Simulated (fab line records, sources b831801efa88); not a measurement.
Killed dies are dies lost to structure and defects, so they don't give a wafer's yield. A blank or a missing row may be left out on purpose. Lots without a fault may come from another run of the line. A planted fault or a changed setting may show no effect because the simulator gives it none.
Chamber matching | flow sfq_line | SFQ_TRILAYER_A5C_DEP_PECVD_142 on pecvd-01: 3 sister chambers
The step deposits SiO2 from SiH4/N2O, time 15.556 s, target thk 70 nm. 14 wafers are shown with their chamber, then 7 later ones without.

WAFERS WITH THEIR CHAMBER
wafer  | chamber | throttle_valve_pct (%) | heater_power_w (W)
L639.1 | 0       | 23.5                   | 102
L639.4 | 2       | 24.5                   | 82
L639.6 | 1       | 23.7                   | 105
L642.1 | 1       | 23.9                   | 97
L642.3 | 2       | 24.7                   | 80
L642.4 | 1       | 24.0                   | 99
L643.2 | 2       | 25.0                   | 86
L643.4 | 2       | 24.8                   | 84
L643.6 | 2       | 24.7                   | 86
L645.1 | 2       | 24.9                   | 89
L645.4 | 0       | 23.6                   | 99
L645.5 | 0       | 23.5                   | 104
L648.1 | 2       | 24.8                   | 70
L648.2 | 0       | 23.5                   | 101

SIGNATURES (means of the wafers above)
reading            | chamber 0 | chamber 1 | chamber 2 | scatter within a chamber
throttle_valve_pct | 23.525    | 23.867    | 24.771    | 0.138
heater_power_w     | 101.50    | 100.33    | 82.43     | 5.04
Rule: a wafer's distance from a chamber is the root of the sum, over the readings, of the square of ((its reading less the chamber's mean) divided by the reading's scatter). The wafer belongs to the nearest chamber; if the next one is less than 2 further off, it can't be placed. The scatter: the root of (the sum of the squares of (reading less its chamber's mean) over the shown wafers, divided by (wafers less chambers)).

WAFERS WITHOUT THEIR CHAMBER
wafer  | throttle_valve_pct (%) | heater_power_w (W)
L648.4 | 24.8                   | 74
L652.2 | 24.8                   | 78
L652.3 | 23.9                   | 89
L652.6 | 24.1                   | 103
L654.2 | 23.9                   | 106
L654.3 | 25.0                   | 78
L654.6 | 24.1                   | 106

WHICH CHAMBER EACH WENT THROUGH
wafer  | from the rows above     | in truth
L648.4 | 2                       | 2
L652.2 | 2                       | 2
L652.3 | can't be placed: 1 or 0 | 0
L652.6 | 1                       | 1
L654.2 | can't be placed: 1 or 0 | 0
L654.3 | 2                       | 2
L654.6 | 1                       | 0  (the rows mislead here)
Placed correctly: 4 of 7. Can't be placed from these rows: 2 (the true chamber is among the candidates in 2). Placed wrongly: 1.
